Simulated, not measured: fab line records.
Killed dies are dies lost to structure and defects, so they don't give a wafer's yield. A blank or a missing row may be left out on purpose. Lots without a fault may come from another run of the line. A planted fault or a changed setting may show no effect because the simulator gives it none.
Commonality check across tools :: flow sky130 :: 13 lots, 39 wafers sampled

## REASON FOR OPENING
On 1 of the 13 lots, a flag is raised at SKY_SD_N_CD_MEAS_07 on the reading cd nm. Wafers without a fault read 379.9 nm, standard deviation 2.5.
Rule: a lot is flagged when every wafer of it that has a number lies more than 4 standard deviations from that mean, or none has a number. The other lots count as sound.

lot: L177
measured: day 28 08:26
on: cd sem-02
cd nm (nm), wafer by wafer: 378.7 382.5 383.0
flag: 

lot: L176
measured: day 28 10:25
on: cd sem-01
cd nm (nm), wafer by wafer: 383.1 379.9 380.9
flag: 

lot: L179
measured: day 28 22:22
on: cd sem-01
cd nm (nm), wafer by wafer: 382.0 382.4 383.4
flag: 

lot: L178
measured: day 29 01:52
on: cd sem-01
cd nm (nm), wafer by wafer: 380.2 378.6 380.2
flag: 

lot: L180
measured: day 29 09:05
on: cd sem-02
cd nm (nm), wafer by wafer: 332.7 334.1 333.4
flag: FLAGGED

lot: L186
measured: day 31 11:10
on: cd sem-02
cd nm (nm), wafer by wafer: 381.1 381.6 380.5
flag: 

lot: L191
measured: day 33 02:31
on: cd sem-02
cd nm (nm), wafer by wafer: 382.3 384.8 379.9
flag: 

lot: L193
measured: day 33 11:38
on: cd sem-01
cd nm (nm), wafer by wafer: 376.9 377.0 379.1
flag: 

lot: L194
measured: day 33 14:46
on: cd sem-02
cd nm (nm), wafer by wafer: 380.1 381.2 380.7
flag: 

lot: L196
measured: day 34 06:46
on: cd sem-02
cd nm (nm), wafer by wafer: 377.8 375.1 375.4
flag: 

lot: L197
measured: day 34 11:04
on: cd sem-01
cd nm (nm), wafer by wafer: 380.2 381.8 378.2
flag: 

lot: L198
measured: day 34 15:52
on: cd sem-02
cd nm (nm), wafer by wafer: 381.0 379.2 378.5
flag: 

lot: L199
measured: day 35 03:07
on: cd sem-02
cd nm (nm), wafer by wafer: 381.4 382.5 382.3
flag: 
On average the flagged lots' numbers are 333.4 nm, which is -46.5 nm against the usual, or -19 standard deviations.

## WHICH TOOL RAN EACH LOT
Before the reading, the record contains 2 process steps out of a 708-step route. Each cell gives the tool, then ch followed by the chambers the sampled wafers passed through, then the start.
lot: L177
flag: 
SKY_SPACER_ETCHBACK_02: rie diel-04 ch 0,1,2, day 23 10:47
SKY_SD_N_EXPOSE_04: iline stepper-02 ch 0, day 27 18:23

lot: L176
flag: 
SKY_SPACER_ETCHBACK_02: rie diel-03 ch 1,2, day 23 11:59
SKY_SD_N_EXPOSE_04: iline stepper-01 ch 0, day 27 20:14

lot: L179
flag: 
SKY_SPACER_ETCHBACK_02: rie diel-04 ch 0,2,3, day 24 02:29
SKY_SD_N_EXPOSE_04: iline stepper-02 ch 0, day 28 09:26

lot: L178
flag: 
SKY_SPACER_ETCHBACK_02: rie diel-04 ch 1,2,3, day 24 05:57
SKY_SD_N_EXPOSE_04: iline stepper-01 ch 0, day 28 12:31

lot: L180
flag: FLAGGED
SKY_SPACER_ETCHBACK_02: rie diel-04 ch 1,2,3, day 24 12:37
SKY_SD_N_EXPOSE_04: iline stepper-02 ch 0, day 28 18:31

lot: L186
flag: 
SKY_SPACER_ETCHBACK_02: rie diel-01 ch 0,1,3, day 26 16:22
SKY_SD_N_EXPOSE_04: iline stepper-01 ch 0, day 30 21:55

lot: L191
flag: 
SKY_SPACER_ETCHBACK_02: rie diel-03 ch 1,2, day 28 10:57
SKY_SD_N_EXPOSE_04: iline stepper-01 ch 0, day 32 13:02

lot: L193
flag: 
SKY_SPACER_ETCHBACK_02: rie diel-03 ch 1,2, day 28 20:46
SKY_SD_N_EXPOSE_04: iline stepper-02 ch 0, day 32 21:35

lot: L194
flag: 
SKY_SPACER_ETCHBACK_02: rie diel-03 ch 1,2, day 29 00:12
SKY_SD_N_EXPOSE_04: iline stepper-02 ch 0, day 33 01:54

lot: L196
flag: 
SKY_SPACER_ETCHBACK_02: rie diel-01 ch 0,3, day 29 19:27
SKY_SD_N_EXPOSE_04: iline stepper-02 ch 0, day 33 18:16

lot: L197
flag: 
SKY_SPACER_ETCHBACK_02: rie diel-04 ch 1,3, day 29 22:56
SKY_SD_N_EXPOSE_04: iline stepper-02 ch 0, day 33 21:49

lot: L198
flag: 
SKY_SPACER_ETCHBACK_02: rie diel-03 ch 0,2, day 30 02:19
SKY_SD_N_EXPOSE_04: iline stepper-02 ch 0, day 34 02:46

lot: L199
flag: 
SKY_SPACER_ETCHBACK_02: rie diel-04 ch 0,1,2, day 30 16:05
SKY_SD_N_EXPOSE_04: iline stepper-01 ch 0, day 34 14:47
These steps, and what they do:
- SKY_SPACER_ETCHBACK_02: etches Si3N4 in CH3F/O2, stops on SiO2, time 46.7 s, target depth 45 nm.
- SKY_SD_N_EXPOSE_04: exposes mask NSDM, target cd 380 nm.
- SKY_SD_N_CD_MEAS_07: target cd 380 nm.

## FLAGGED AGAINST TOTAL, ONE TOOL AT A TIME (gauges that did the reading follow at the end)
step: SKY_SPACER_ETCHBACK_02
tool: rie diel-01
lots run: 2
flagged: 0
share of the flagged lots: none
sound lots run after its first flagged lot: -

step: SKY_SPACER_ETCHBACK_02
tool: rie diel-03
lots run: 5
flagged: 0
share of the flagged lots: none
sound lots run after its first flagged lot: -

step: SKY_SPACER_ETCHBACK_02
tool: rie diel-04
lots run: 6
flagged: 1
share of the flagged lots: all
sound lots run after its first flagged lot: 2 (L197,L199)

step: SKY_SD_N_EXPOSE_04
tool: iline stepper-01
lots run: 5
flagged: 0
share of the flagged lots: none
sound lots run after its first flagged lot: -

step: SKY_SD_N_EXPOSE_04
tool: iline stepper-02
lots run: 8
flagged: 1
share of the flagged lots: all
sound lots run after its first flagged lot: 5 (L193,L194,L196,L197,L198)

step: SKY_SD_N_CD_MEAS_07
tool: cd sem-01
lots run: 5
flagged: 0
share of the flagged lots: none
sound lots run after its first flagged lot: -

step: SKY_SD_N_CD_MEAS_07
tool: cd sem-02
lots run: 8
flagged: 1
share of the flagged lots: all
sound lots run after its first flagged lot: 6 (L186,L191,L194,L196,L198,L199)

## THE TABLE: WHAT IT ALLOWS
All flagged lots were run by 3 table rows, namely rie diel-04 at SKY_SPACER_ETCHBACK_02, iline stepper-02 at SKY_SD_N_EXPOSE_04, cd sem-02 at SKY_SD_N_CD_MEAS_07.
- rie diel-04 at SKY_SPACER_ETCHBACK_02 ran 6 lots, 1 of them flagged. Lots that were sound ran on it after the first flagged one (L197, L199); a persistent fault on the entire tool would not allow that.
- iline stepper-02 at SKY_SD_N_EXPOSE_04 ran 8 lots, 1 of them flagged. Lots that were sound ran on it after the first flagged one (L193, L194, L196, L197, L198); a persistent fault on the entire tool would not allow that.
- cd sem-02 at SKY_SD_N_CD_MEAS_07 ran 8 lots, 1 of them flagged. Lots that were sound ran on it after the first flagged one (L186, L191, L194, L196, L198, L199); a persistent fault on the entire tool would not allow that.
None of the table's rows ran every flagged lot and, after the first, no sound lot.

## WHAT THE SIMULATOR PUT IN
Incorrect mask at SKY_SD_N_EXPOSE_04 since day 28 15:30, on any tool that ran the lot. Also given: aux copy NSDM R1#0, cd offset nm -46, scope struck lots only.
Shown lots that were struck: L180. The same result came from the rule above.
